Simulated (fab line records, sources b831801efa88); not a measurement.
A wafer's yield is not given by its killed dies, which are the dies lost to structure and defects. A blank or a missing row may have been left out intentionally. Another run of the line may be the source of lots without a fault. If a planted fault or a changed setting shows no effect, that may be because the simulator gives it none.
The tool behind it: which one? || flow sfq line || 14 lots with 42 wafers sampled at 2 steps, on a route of 325 steps

== WHAT THE GAUGES SHOWED, per wafer ==
SFQ_M3_RS_MEAS_919: measurement is done with a four-point probe.
{"lot": "L618", "measured": "day 35 07:26", "on": "film metro-04", "M3_NB_RS (ohm/sq)": "0.872 0.859 0.867"}
{"lot": "L619", "measured": "day 37 23:32", "on": "film metro-04", "M3_NB_RS (ohm/sq)": "0.867 0.892 0.880"}
{"lot": "L622", "measured": "day 39 05:11", "on": "film metro-04", "M3_NB_RS (ohm/sq)": "0.890 0.889 0.884"}
{"lot": "L625", "measured": "day 40 02:29", "on": "film metro-03", "M3_NB_RS (ohm/sq)": "0.887 0.886 0.892"}
{"lot": "L626", "measured": "day 40 04:53", "on": "film metro-04", "M3_NB_RS (ohm/sq)": "0.879 0.879 0.893"}
{"lot": "L631", "measured": "day 41 08:28", "on": "film metro-01", "M3_NB_RS (ohm/sq)": "0.882 0.909 0.894"}
{"lot": "L632", "measured": "day 42 15:09", "on": "film metro-01", "M3_NB_RS (ohm/sq)": "0.893 0.890 0.884"}
{"lot": "L633", "measured": "day 42 17:46", "on": "film metro-04", "M3_NB_RS (ohm/sq)": "0.903 0.902 0.896"}
{"lot": "L635", "measured": "day 43 06:21", "on": "film metro-04", "M3_NB_RS (ohm/sq)": "0.892 0.893 0.887"}
{"lot": "L636", "measured": "day 43 18:56", "on": "film metro-01", "M3_NB_RS (ohm/sq)": "0.883 0.878 0.886"}
{"lot": "L638", "measured": "day 49 17:27", "on": "film metro-03", "M3_NB_RS (ohm/sq)": "0.875 0.871 0.877"}
{"lot": "L639", "measured": "day 49 22:14", "on": "film metro-03", "M3_NB_RS (ohm/sq)": "0.892 0.880 0.881"}
{"lot": "L640", "measured": "day 50 09:53", "on": "film metro-03", "M3_NB_RS (ohm/sq)": "0.872 0.866 0.870"}
{"lot": "L641", "measured": "day 50 15:52", "on": "film metro-01", "M3_NB_RS (ohm/sq)": "0.885 0.890 0.891"}

== WHAT TOOL EACH LOT RAN ON (gives the tool, then ch and the chambers of the sampled wafers, and finally the start) ==
{"lot": "L618", "SFQ_TRILAYER_M2_STRIP_STRIP_061": "rie metal-01 ch 1, day 28 19:29"}
{"lot": "L619", "SFQ_TRILAYER_M2_STRIP_STRIP_061": "rie metal-01 ch 0,1, day 31 08:18"}
{"lot": "L622", "SFQ_TRILAYER_M2_STRIP_STRIP_061": "rie metal-01 ch 0,1, day 32 09:56"}
{"lot": "L625", "SFQ_TRILAYER_M2_STRIP_STRIP_061": "rie metal-01 ch 0,1, day 32 23:43"}
{"lot": "L626", "SFQ_TRILAYER_M2_STRIP_STRIP_061": "rie metal-03 ch 0,1, day 33 01:41"}
{"lot": "L631", "SFQ_TRILAYER_M2_STRIP_STRIP_061": "rie metal-01 ch 1, day 40 13:20"}
{"lot": "L632", "SFQ_TRILAYER_M2_STRIP_STRIP_061": "rie metal-03 ch 0,1, day 41 12:09"}
{"lot": "L633", "SFQ_TRILAYER_M2_STRIP_STRIP_061": "rie metal-02 ch 0,1, day 41 22:04"}
{"lot": "L635", "SFQ_TRILAYER_M2_STRIP_STRIP_061": "rie metal-03 ch 0,1, day 42 14:34"}
{"lot": "L636", "SFQ_TRILAYER_M2_STRIP_STRIP_061": "rie metal-03 ch 1, day 43 01:41"}
{"lot": "L638", "SFQ_TRILAYER_M2_STRIP_STRIP_061": "rie metal-01 ch 1, day 43 19:46"}
{"lot": "L639", "SFQ_TRILAYER_M2_STRIP_STRIP_061": "rie metal-02 ch 0,1, day 44 05:29"}
{"lot": "L640", "SFQ_TRILAYER_M2_STRIP_STRIP_061": "rie metal-03 ch 0,1, day 44 19:53"}
{"lot": "L641", "SFQ_TRILAYER_M2_STRIP_STRIP_061": "rie metal-02 ch 0,1, day 44 23:41"}
- SFQ_TRILAYER_M2_STRIP_STRIP_061: strips in O2.

== AS READ BY THE TOOLS THEMSELVES (means over the sampled wafers that have a number; for cases with no such wafer, the mark the record gives instead) ==
SFQ_TRILAYER_M2_STRIP_STRIP_061.
{"lot": "L618", "tool": "rie metal-01", "drypump motor current A (A)": 5.97, "oes product au (a.u.)": 1.008}
{"lot": "L619", "tool": "rie metal-01", "drypump motor current A (A)": 5.75, "oes product au (a.u.)": 0.999}
{"lot": "L622", "tool": "rie metal-01", "drypump motor current A (A)": 5.76, "oes product au (a.u.)": 1.003}
{"lot": "L625", "tool": "rie metal-01", "drypump motor current A (A)": 5.86, "oes product au (a.u.)": 1.009}
{"lot": "L626", "tool": "rie metal-03", "drypump motor current A (A)": 5.94, "oes product au (a.u.)": 1.000}
{"lot": "L631", "tool": "rie metal-01", "drypump motor current A (A)": 5.96, "oes product au (a.u.)": 1.007}
{"lot": "L632", "tool": "rie metal-03", "drypump motor current A (A)": 5.75, "oes product au (a.u.)": 0.996}
{"lot": "L633", "tool": "rie metal-02", "drypump motor current A (A)": 5.90, "oes product au (a.u.)": 1.002}
{"lot": "L635", "tool": "rie metal-03", "drypump motor current A (A)": 5.79, "oes product au (a.u.)": 1.008}
{"lot": "L636", "tool": "rie metal-03", "drypump motor current A (A)": 6.08, "oes product au (a.u.)": 1.004}
{"lot": "L638", "tool": "rie metal-01", "drypump motor current A (A)": 5.96, "oes product au (a.u.)": 1.007}
{"lot": "L639", "tool": "rie metal-02", "drypump motor current A (A)": 5.91, "oes product au (a.u.)": 0.998}
{"lot": "L640", "tool": "rie metal-03", "drypump motor current A (A)": 5.75, "oes product au (a.u.)": 1.007}
{"lot": "L641", "tool": "rie metal-02", "drypump motor current A (A)": 6.21, "oes product au (a.u.)": 1.005}

== THE ANSWER, worked out from the rows above alone ==
Rule: the usual values come from the lots themselves. The widest of any qualifying gaps counts: lots, ordered by their means at a reading, are off when they make up no more than a third of the lots, leave a main group of 4 or more, and stand apart from it by 3 or more times the standard deviation of that group's means. Not used: any main group whose means are identical at the precision the tables above print for the reading. Also off: a lot with no number at a reading for which 4 or more lots have one. Any other lot the step has rows for is counted as sound. After the gauges, taken in route order, come the tools' own readings; for these a lot's mean is taken, as printed above. At the first step where some lot is off, the reading lying furthest off is the one used; lots without a number count as furthest.
Nothing can be told from this: no lot is off at any reading shown.

== WHAT THE SIMULATOR HAD INSERTED ==
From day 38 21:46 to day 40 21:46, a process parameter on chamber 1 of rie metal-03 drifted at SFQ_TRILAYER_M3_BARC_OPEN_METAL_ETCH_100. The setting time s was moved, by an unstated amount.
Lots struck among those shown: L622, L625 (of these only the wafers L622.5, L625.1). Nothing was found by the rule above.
